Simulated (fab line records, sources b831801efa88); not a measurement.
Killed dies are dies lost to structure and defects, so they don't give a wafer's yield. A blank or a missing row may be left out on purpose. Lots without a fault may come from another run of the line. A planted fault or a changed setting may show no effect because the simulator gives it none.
Which tool did it? | flow sky130 | 12 lots, 34 wafers sampled, at 5 steps of a route of 708

WHAT THE GAUGES READ, wafer by wafer
SKY_METAL4_OVL_MEAS_14. Usual: METAL4_OVL -3 nm, standard deviation 6.1.
lot  | measured     | on         | METAL4_OVL (nm) | flag
L709 | day 41 11:27 | overlay-01 | -1 -10 0        |
L710 | day 41 16:57 | overlay-02 | -8 -7 -4        |
L711 | day 42 01:52 | overlay-01 | 9 -7 2          |
L712 | day 42 09:54 | overlay-01 | -4 8 -5         |
L713 | day 42 15:41 | overlay-01 | -2 2 -15        |
L716 | day 44 08:07 | overlay-01 | 4 5             |
L719 | day 44 17:36 | overlay-02 | 7 -3            |
L721 | day 45 06:46 | overlay-01 | -2 -7 -8        |
L727 | day 46 18:52 | overlay-01 | 1 -5 -7         |
L728 | day 46 23:47 | overlay-01 | -3 -4 -7        |
L731 | day 47 13:00 | overlay-02 | -10 -1 -8       |
L732 | day 47 14:14 | overlay-02 | -12 -13 -5      |

SKY_VIA4_THK_MEAS_01. Usual: VIA4_HDPCVD_THK 1753 nm, standard deviation 15.
lot  | measured     | on            | VIA4_HDPCVD_THK (nm) | flag
L709 | day 41 12:39 | film_metro-04 | 1766 1763 1784       |
L710 | day 41 18:05 | film_metro-03 | 1762 1748 1762       |
L711 | day 42 03:01 | film_metro-04 | 1724 1742 1781       |
L712 | day 42 11:04 | film_metro-03 | 1754 1743 1755       |
L713 | day 42 16:59 | film_metro-04 | 1773 1789 1776       |
L716 | day 44 09:16 | film_metro-03 | 856 857 857 858      | OFF
L719 | day 44 18:46 | film_metro-01 | 1761 839 1759 839    | OFF
L721 | day 45 08:14 | film_metro-03 | 1771 1771 1761       |
L727 | day 46 20:00 | film_metro-03 | 1735 1718 1746       |
L728 | day 47 00:56 | film_metro-03 | 1754 1766 1743       |
L731 | day 47 14:08 | film_metro-03 | 1758 1750 1742       |
L732 | day 47 15:24 | film_metro-01 | 1708 1736 1732       |

SKY_VIA4_BOW_MEAS_03. Usual: VIA4_BOW 79 um, standard deviation 8.1.
lot  | measured     | on            | VIA4_BOW (um) | flag
L709 | day 41 13:01 | film_metro-01 | 86 75 83      |
L710 | day 41 18:26 | film_metro-04 | 67 79 73      |
L711 | day 42 03:24 | film_metro-01 | 76 83 84      |
L712 | day 42 11:27 | film_metro-01 | 80 89 95      |
L713 | day 42 17:22 | film_metro-01 | 75 75 79      |
L716 | day 44 18:40 | film_metro-03 | 89 76         |
L719 | day 44 22:41 | film_metro-04 | 69 95         |
L721 | day 45 08:46 | film_metro-01 | 85 77 103     |
L727 | day 46 20:22 | film_metro-04 | 84 82 78      |
L728 | day 47 01:19 | film_metro-03 | 69 72 78      |
L731 | day 47 14:31 | film_metro-03 | 83 90 90      |
L732 | day 47 15:46 | film_metro-03 | 77 89 73      |

WHICH TOOL RAN EACH LOT (tool, then ch and the chambers of the sampled wafers, then the start)
lot  | SKY_CAP2M_CVD_00                | SKY_VIA4_HDPCVD_00
L709 | pecvd-02 ch 1,2, day 39 10:04   | hdpcvd-01 ch 1,2, day 41 12:28
L710 | pecvd-03 ch 0,1,2, day 39 16:25 | hdpcvd-01 ch 1,2, day 41 17:55
L711 | pecvd-03 ch 0,1,2, day 40 00:28 | hdpcvd-01 ch 0,1,2, day 42 02:53
L712 | pecvd-02 ch 0,1,2, day 40 07:11 | hdpcvd-02 ch 0,1,2, day 42 10:56
L713 | pecvd-03 ch 0,1, day 40 15:17   | hdpcvd-01 ch 0,1, day 42 16:47
L716 | pecvd-01 ch 0,2, day 42 10:13   | hdpcvd-01 ch 1,2, day 44 09:08
L719 | pecvd-02 ch 0,2, day 42 19:24   | hdpcvd-01 ch 0, day 44 18:36
L721 | pecvd-01 ch 0,2, day 43 11:02   | hdpcvd-02 ch 1,2, day 45 08:03
L727 | pecvd-01 ch 0,1, day 45 01:37   | hdpcvd-02 ch 0,1,2, day 46 19:49
L728 | pecvd-03 ch 0,1,2, day 45 05:37 | hdpcvd-02 ch 0,1,2, day 47 00:45
L731 | pecvd-02 ch 0,1,2, day 45 19:07 | hdpcvd-02 ch 0,1,2, day 47 13:57
L732 | pecvd-01 ch 0,1,2, day 45 21:27 | hdpcvd-02 ch 1,2, day 47 15:13
- SKY_CAP2M_CVD_00: deposits SiO2, target thk 15.5 nm.
- SKY_VIA4_HDPCVD_00: deposits SiO2, target thk 1750 nm, time 291.7 s.

WHAT THE TOOLS THEMSELVES READ (means of the sampled wafers that have a number; where no wafer has one, the mark that the record gives instead)
SKY_CAP2M_CVD_00. Usual: heater_power_w 736 W, standard deviation 93.
lot  | tool     | heater_power_w (W) | flag
L709 | pecvd-02 | 757                |
L710 | pecvd-03 | 749                |
L711 | pecvd-03 | 787                |
L712 | pecvd-02 | 770                |
L713 | pecvd-03 | 744                |
L716 | pecvd-01 | 692                |
L719 | pecvd-02 | 649                |
L721 | pecvd-01 | 674                |
L727 | pecvd-01 | 769                |
L728 | pecvd-03 | 720                |
L731 | pecvd-02 | 721                |
L732 | pecvd-01 | 749                |

THE ANSWER, worked out from the rows above alone
Rule: a lot is off if the mean of its wafers that have a number lies more than 3 standard deviations from the usual mean. A lot without any number at a reading at which 4 lots or more have one is off too. The other lots that the step has rows for count as sound. The gauges are gone through in route order, then the tools' own readings, and for those a lot's mean is taken as printed above. The first step at which some lot is off is used, and at that step the reading that is off furthest; a lot without a number counts as furthest.
Off: L716, L719, at SKY_VIA4_THK_MEAS_01 (VIA4_HDPCVD_THK).
A tool fits if, at a process step before that reading, it ran every lot that is off, and no sound lot after the first of them. The gauges at SKY_VIA4_THK_MEAS_01 are tried like those tools. One fits: hdpcvd-01 at SKY_VIA4_HDPCVD_00. Its last sound lot is L713 (day 42 16:47), its first lot that is off L716 (day 44 09:08): a fault that began between those two fits.

WHAT THE SIMULATOR HAD PUT IN
Process parameter drift: hdpcvd-01, from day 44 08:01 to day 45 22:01, at SKY_VIA4_HDPCVD_00. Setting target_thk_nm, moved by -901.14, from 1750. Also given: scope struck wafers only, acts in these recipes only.
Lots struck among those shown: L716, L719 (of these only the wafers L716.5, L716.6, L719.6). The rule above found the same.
